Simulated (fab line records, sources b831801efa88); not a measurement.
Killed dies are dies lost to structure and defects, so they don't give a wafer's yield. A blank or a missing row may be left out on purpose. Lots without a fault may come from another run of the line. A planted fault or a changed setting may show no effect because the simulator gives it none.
Tool commonality check | flow sky130 | 12 lots, 42 wafers sampled

WHY IT WAS OPENED
At SKY_GATE_OXIDE_THK_MEAS_02 the reading GATE_OXIDE_OXIDATION_00_THK is flagged on 2 of 12 lots. Wafers without a fault read 10.34 nm, standard deviation 0.18.
Rule: a lot is flagged when every wafer of it that has a number lies more than 4 standard deviations from that mean, or none has a number. The other lots count as sound.

lot  | measured     | on            | GATE_OXIDE_OXIDATION_00_THK (nm), wafer by wafer | flag
L423 | day 13 04:55 | film_metro-01 | 10.32 10.48 10.56                                |
L424 | day 13 04:58 | film_metro-02 | 10.65 10.52 10.72                                |
L426 | day 13 14:04 | film_metro-02 | 10.26 10.37 10.54                                |
L425 | day 13 14:06 | film_metro-01 | 10.42 10.40 10.39                                |
L429 | day 14 19:27 | film_metro-02 | 10.56 10.40 10.47                                |
L433 | day 16 04:07 | film_metro-01 | 11.94 11.91 11.80 11.98 11.86 11.80              | FLAGGED
L434 | day 16 13:21 | film_metro-02 | 11.92 11.76 11.75 11.92 11.81 11.79              | FLAGGED
L439 | day 18 11:59 | film_metro-01 | 10.33 10.61 10.46                                |
L441 | day 19 06:08 | film_metro-04 | 10.28 10.25 10.29                                |
L443 | day 19 14:04 | film_metro-01 | 10.22 10.21 10.10                                |
L444 | day 20 06:47 | film_metro-04 | 10.31 10.16 10.48                                |
L445 | day 21 04:21 | film_metro-04 | 10.25 10.24 10.13                                |
The numbers of the flagged lots are 11.85 nm on average: +1.51 nm against the usual, or +8 standard deviations.

WHICH TOOL RAN EACH LOT
The record holds 2 process steps before the reading, out of a route of 708 steps. In each cell: the tool, then ch and the chambers that the sampled wafers went through, then the start.
lot  | flag    | SKY_DNWELL_STRIP_08                 | SKY_GATE_OXIDE_OXIDATION_01
L423 |         | plasma_asher-03 ch 0,1, day 3 12:05 | furnace-01 ch 0, day 13 03:30
L424 |         | plasma_asher-04 ch 0,1, day 3 13:55 | furnace-01 ch 0, day 13 03:30
L426 |         | plasma_asher-03 ch 0,1, day 4 00:25 | furnace-02 ch 0, day 13 12:40
L425 |         | plasma_asher-04 ch 0,1, day 3 18:37 | furnace-02 ch 0, day 13 12:40
L429 |         | plasma_asher-02 ch 0,1, day 4 18:23 | furnace-02 ch 0, day 14 18:02
L433 | FLAGGED | plasma_asher-04 ch 0,1, day 5 18:07 | furnace-02 ch 0, day 16 02:43
L434 | FLAGGED | plasma_asher-03 ch 0,1, day 5 23:26 | furnace-02 ch 0, day 16 11:56
L439 |         | plasma_asher-02 ch 0, day 7 01:29   | furnace-01 ch 0, day 18 10:34
L441 |         | plasma_asher-02 ch 0,1, day 7 12:43 | furnace-01 ch 0, day 19 04:43
L443 |         | plasma_asher-02 ch 0,1, day 7 20:26 | furnace-02 ch 0, day 19 12:39
L444 |         | plasma_asher-02 ch 0,1, day 8 02:50 | furnace-02 ch 0, day 20 05:22
L445 |         | plasma_asher-02 ch 0,1, day 9 01:48 | furnace-01 ch 0, day 21 02:55
What these steps do:
- SKY_DNWELL_STRIP_08: strips in O2/N2.
- SKY_GATE_OXIDE_OXIDATION_01: stabilise 600 s, purge 300 s, target thk 10.268 nm.
- SKY_GATE_OXIDE_THK_MEAS_02

FLAGGED OVER TOTAL, TOOL BY TOOL (the gauges that took the reading come last)
step                        | tool            | lots run | flagged | share of the flagged lots | sound lots run after its first flagged lot
SKY_DNWELL_STRIP_08         | plasma_asher-02 | 6        | 0       | none                      | -
SKY_DNWELL_STRIP_08         | plasma_asher-03 | 3        | 1       | some                      | 0
SKY_DNWELL_STRIP_08         | plasma_asher-04 | 3        | 1       | some                      | 0
SKY_GATE_OXIDE_OXIDATION_01 | furnace-01      | 5        | 0       | none                      | -
SKY_GATE_OXIDE_OXIDATION_01 | furnace-02      | 7        | 2       | all                       | 2 (L443,L444)
SKY_GATE_OXIDE_THK_MEAS_02  | film_metro-01   | 5        | 1       | some                      | 2 (L439,L443)
SKY_GATE_OXIDE_THK_MEAS_02  | film_metro-02   | 4        | 1       | some                      | 0
SKY_GATE_OXIDE_THK_MEAS_02  | film_metro-04   | 3        | 0       | none                      | -

WHAT THE TABLE ALLOWS
1 row of the table ran every flagged lot: furnace-02 at SKY_GATE_OXIDE_OXIDATION_01.
- furnace-02 at SKY_GATE_OXIDE_OXIDATION_01: 2 of its 7 lots flagged. Sound lots ran on it after the first flagged one (L443, L444), which a lasting fault on the whole tool wouldn't allow.
No row of the table ran every flagged lot and no sound lot after the first.

WHAT THE SIMULATOR HAD PUT IN
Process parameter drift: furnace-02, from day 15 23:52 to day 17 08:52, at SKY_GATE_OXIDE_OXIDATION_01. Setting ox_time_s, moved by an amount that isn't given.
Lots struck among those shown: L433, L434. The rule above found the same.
